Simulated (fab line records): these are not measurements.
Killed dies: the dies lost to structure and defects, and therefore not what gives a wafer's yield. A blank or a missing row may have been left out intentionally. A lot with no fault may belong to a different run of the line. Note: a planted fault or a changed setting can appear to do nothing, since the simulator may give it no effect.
Which tool was responsible?	flow gf180mcu	12 lots with 36 wafers sampled at 6 steps, on a route of 602 steps

== WHAT THE GAUGES SHOWED, per wafer ==
GF_STI_THK_MEAS_04.
lot	measured	on	STI_CVD_03_THK (nm)
L720	day 2 04:34	film_metro-03	205.9 203.4 204.9
L722	day 2 14:53	film_metro-01	205.4 207.1 205.9
L723	day 2 19:34	film_metro-01	204.8 205.2 205.6
L725	day 3 05:34	film_metro-01	205.7 208.5 208.6
L731	day 4 11:34	film_metro-04	206.0 206.0 205.0
L732	day 4 16:34	film_metro-01	208.5 209.8 208.4
L733	day 4 21:35	film_metro-04	211.8 209.4 209.3
L734	day 5 02:35	film_metro-01	211.1 210.7 210.9
L736	day 5 12:55	film_metro-01	208.9 208.8 210.1
L737	day 5 17:34	film_metro-04	209.2 208.8 208.7
L738	day 5 23:33	film_metro-01	206.9 204.4 207.6
L739	day 6 05:04	film_metro-01	205.1 204.5 206.9

GF_VT_IMPLANT_OVL_MEAS_07.
lot	measured	on	VT_IMPLANT_OVL (nm)
L720	day 6 12:47	overlay-01	-1.2 -0.7 1.1
L722	day 6 19:33	overlay-01	1.0 3.3 2.9
L723	day 7 02:56	overlay-02	- - -
L725	day 7 14:44	overlay-01	-2.8 -2.1 -0.2
L731	day 9 06:37	overlay-01	-1.5 0.0 -1.2
L732	day 9 11:38	overlay-01	2.1 1.4 3.1
L733	day 9 16:21	overlay-01	1.5 -1.5 -0.4
L734	day 9 23:10	overlay-02	-0.2 0.2 -2.1
L736	day 10 10:29	overlay-02	-1.9 -0.9 -0.3
L737	day 10 17:50	overlay-01	2.0 0.3 1.2
L738	day 11 00:35	overlay-02	0.8 -0.2 -1.4
L739	day 11 08:05	overlay-01	-2.0 -2.1 -1.7

GF_VT_IMPLANT_TW_MEAS_10.
lot	measured	on	VT_IMPLANT_TW
L720	day 6 13:04	film_metro-01	563.2 567.4 562.2
L722	day 6 19:50	film_metro-01	564.1 564.9 563.2
L723	day 7 03:13	film_metro-01	29.7 29.7 29.8 29.9 29.8 29.7
L725	day 7 15:02	film_metro-01	559.1 560.3 559.7
L731	day 9 06:55	film_metro-01	561.8 564.1 562.1
L732	day 9 11:55	film_metro-03	562.7 564.7 563.5
L733	day 9 16:38	film_metro-01	564.5 561.5 560.9
L734	day 9 23:27	film_metro-01	564.2 562.0 563.5
L736	day 10 10:47	film_metro-03	562.8 564.6 564.5
L737	day 10 18:07	film_metro-01	564.7 562.0 560.4
L738	day 11 00:52	film_metro-02	556.8 558.2 560.1
L739	day 11 08:22	film_metro-01	565.0 563.2 565.1

GF_POLY_GATE_THK_MEAS_17.
lot	measured	on	POLY_GATE_OXIDATION_THK (nm)
L720	day 10 10:44	film_metro-04	4.04 4.03 4.05
L722	day 10 14:57	film_metro-01	4.10 4.04 4.08
L725	day 11 14:44	film_metro-01	3.96 4.01 3.97
L731	day 13 13:04	film_metro-01	3.90 3.95 3.84
L732	day 13 18:49	film_metro-04	3.90 3.95 3.98
L733	day 14 00:47	film_metro-02	3.90 3.86 3.80
L734	day 14 07:34	film_metro-02	3.90 3.88 3.92
L736	day 14 20:17	film_metro-01	3.99 3.95 3.98
L737	day 15 05:30	film_metro-04	4.02 4.01 3.99
L738	day 15 14:21	film_metro-04	4.03 3.98 4.01
L739	day 15 21:46	film_metro-01	3.89 3.84 3.87

GF_POLY_GATE_CD_MEAS_18.
lot	measured	on	cd_nm (nm)
L720	day 10 10:48	cd_sem-01	284.3 284.1 284.7
L722	day 10 15:02	cd_sem-01	280.9 282.7 281.1
L725	day 11 14:49	cd_sem-01	283.9 282.9 281.8
L731	day 13 13:08	cd_sem-01	279.6 279.3 280.6
L732	day 13 18:52	cd_sem-02	279.2 277.7 278.6
L733	day 14 00:53	cd_sem-01	278.5 279.2 279.3
L734	day 14 07:38	cd_sem-01	281.1 280.5 279.4
L736	day 14 20:22	cd_sem-01	279.3 281.5 281.9
L737	day 15 05:34	cd_sem-01	282.9 282.4 280.8
L738	day 15 14:25	cd_sem-01	282.2 281.3 282.5
L739	day 15 21:49	cd_sem-01	282.8 282.5 281.2

== TOOL THAT RAN EACH LOT (tool first, then ch and the chambers of the sampled wafers, then the start) ==
lot	GF_VT_IMPLANT_EXPOSE_04
L720	iline_stepper-01 ch 0, day 6 04:41
L722	iline_stepper-02 ch 0, day 6 12:32
L723	iline_stepper-01 ch 0, day 6 19:13
L725	iline_stepper-01 ch 0, day 7 07:56
L731	iline_stepper-01 ch 0, day 8 22:43
L732	iline_stepper-02 ch 0, day 9 03:01
L733	iline_stepper-01 ch 0, day 9 08:00
L734	iline_stepper-01 ch 0, day 9 14:32
L736	iline_stepper-01 ch 0, day 10 01:27
L737	iline_stepper-02 ch 0, day 10 09:09
L738	iline_stepper-01 ch 0, day 10 15:34
L739	iline_stepper-01 ch 0, day 10 23:16
- GF_VT_IMPLANT_EXPOSE_04: exposes mask LVPWELL LV AREA, target cd 600 nm.

== WHAT THE TOOLS THEMSELVES READ (means of the sampled wafers that have a number; where no wafer has one, the mark that the record gives instead) ==
GF_VT_IMPLANT_EXPOSE_04.
lot	tool	focus_offset_nm (nm)	reticle_temp_C (C)
L720	iline_stepper-01	1.1	22.94
L722	iline_stepper-02	0.3	23.16
L723	iline_stepper-01	0.4	22.96
L725	iline_stepper-01	-0.2	22.98
L731	iline_stepper-01	0.1	22.93
L732	iline_stepper-02	-0.2	23.04
L733	iline_stepper-01	0.7	22.89
L734	iline_stepper-01	-0.4	23.07
L736	iline_stepper-01	0.0	23.02
L737	iline_stepper-02	-0.2	23.02
L738	iline_stepper-01	-0.2	23.09
L739	iline_stepper-01	-0.1	23.03

== THE ANSWER, worked out from the rows above alone ==
Rule: the usual values come from the lots themselves. The widest of any qualifying gaps counts: lots, ordered by their means at a reading, are off when they make up no more than a third of the lots, leave a main group of 4 or more, and stand apart from it by 3 or more times the standard deviation of that group's means. If all means in a main group match to the digits the tables above print for the reading, that group is not used. Also off: a lot with no number at a reading for which 4 or more lots have one. All remaining lots with rows at the step are treated as sound. First the gauges in route order, then the tools' own readings, where a lot's mean is used as printed above. The first step at which some lot is off is used, and at that step the reading that is off furthest; a lot without a number counts as furthest.
Off: L723, at GF_VT_IMPLANT_OVL_MEAS_07 (VT_IMPLANT_OVL). Without a number there: L723. For the main group the mean is -0.1 nm and the standard deviation 1.4.
If a tool, at a process step before that reading, ran all the lots that are off and no sound lot after the first of them, it fits. The gauges at GF_VT_IMPLANT_OVL_MEAS_07 aren't tried: what is off there is off at GF_VT_IMPLANT_TW_MEAS_10 too, on other tools, and a gauge's error can't cause that. None of those tried fits.

== WHAT HAD BEEN PUT IN BY THE SIMULATOR ==
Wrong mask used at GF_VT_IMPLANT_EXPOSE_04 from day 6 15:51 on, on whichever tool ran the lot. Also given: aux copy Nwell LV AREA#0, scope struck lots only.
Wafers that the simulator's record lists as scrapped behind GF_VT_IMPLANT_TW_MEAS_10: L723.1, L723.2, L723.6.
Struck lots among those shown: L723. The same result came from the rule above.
